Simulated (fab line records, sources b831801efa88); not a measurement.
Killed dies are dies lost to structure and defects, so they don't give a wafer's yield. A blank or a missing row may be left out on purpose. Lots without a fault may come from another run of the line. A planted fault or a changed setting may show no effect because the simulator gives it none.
Which tool did it? | flow sky130 | 6 lots, 18 wafers sampled, at 3 steps of a route of 708

WHAT THE GAUGES READ, wafer by wafer
SKY_VT_ADJUST_HVTR_CD_MEAS_07: target cd 380 nm.
lot  | measured     | on        | cd_nm (nm)
L922 | day 10 01:28 | cd_sem-01 | 381.3 379.6 381.8
L924 | day 10 17:31 | cd_sem-01 | 397.7 395.2 378.8
L933 | day 13 16:37 | cd_sem-02 | 381.8 381.6 386.0
L935 | day 14 10:46 | cd_sem-02 | 380.1 380.3 380.9
L938 | day 15 08:34 | cd_sem-02 | 380.5 381.5 380.2
L941 | day 16 01:47 | cd_sem-01 | 382.1 382.0 381.1

WHICH TOOL RAN EACH LOT (tool, then ch and the chambers of the sampled wafers, then the start)
lot  | SKY_VT_ADJUST_LVTN_STRIP_09          | SKY_VT_ADJUST_HVTR_DEVELOP_06
L922 | plasma_asher-01 ch 0,1, day 7 10:24  | litho_track-04 ch 0, day 10 01:19
L924 | plasma_asher-01 ch 0,1, day 8 00:33  | litho_track-04 ch 0, day 10 17:22
L933 | plasma_asher-02 ch 0,1, day 10 16:18 | litho_track-01 ch 0, day 13 16:28
L935 | plasma_asher-01 ch 0,1, day 11 07:26 | litho_track-02 ch 0, day 14 10:37
L938 | plasma_asher-01 ch 0,1, day 12 03:51 | litho_track-04 ch 0, day 15 08:25
L941 | plasma_asher-02 ch 0,1, day 12 17:59 | litho_track-04 ch 0, day 16 01:39
- SKY_VT_ADJUST_LVTN_STRIP_09: strips in O2/N2.
- SKY_VT_ADJUST_HVTR_DEVELOP_06: develop time 60 s.

THE ANSWER, worked out from the rows above alone
Rule: what is usual is taken from the lots themselves. Put in order of their means at a reading, lots are off if they are a third of the lots or fewer, leave a main group of 4 or more, and stand apart from it by a gap of 3 or more times the standard deviation of the main group's means; of several such gaps the widest counts. A main group whose means are all the same, to the digits that the tables above print for the reading, isn't used. A lot without any number at a reading at which 4 lots or more have one is off too. The other lots that the step has rows for count as sound.
Off: L924, at SKY_VT_ADJUST_HVTR_CD_MEAS_07 (cd_nm). The main group: mean 381.4 nm, standard deviation 0.97.
A tool fits if, at a process step before that reading, it ran every lot that is off, and no sound lot after the first of them. The gauges at SKY_VT_ADJUST_HVTR_CD_MEAS_07 are tried like those tools. None of those tried fits.

WHAT THE SIMULATOR HAD PUT IN
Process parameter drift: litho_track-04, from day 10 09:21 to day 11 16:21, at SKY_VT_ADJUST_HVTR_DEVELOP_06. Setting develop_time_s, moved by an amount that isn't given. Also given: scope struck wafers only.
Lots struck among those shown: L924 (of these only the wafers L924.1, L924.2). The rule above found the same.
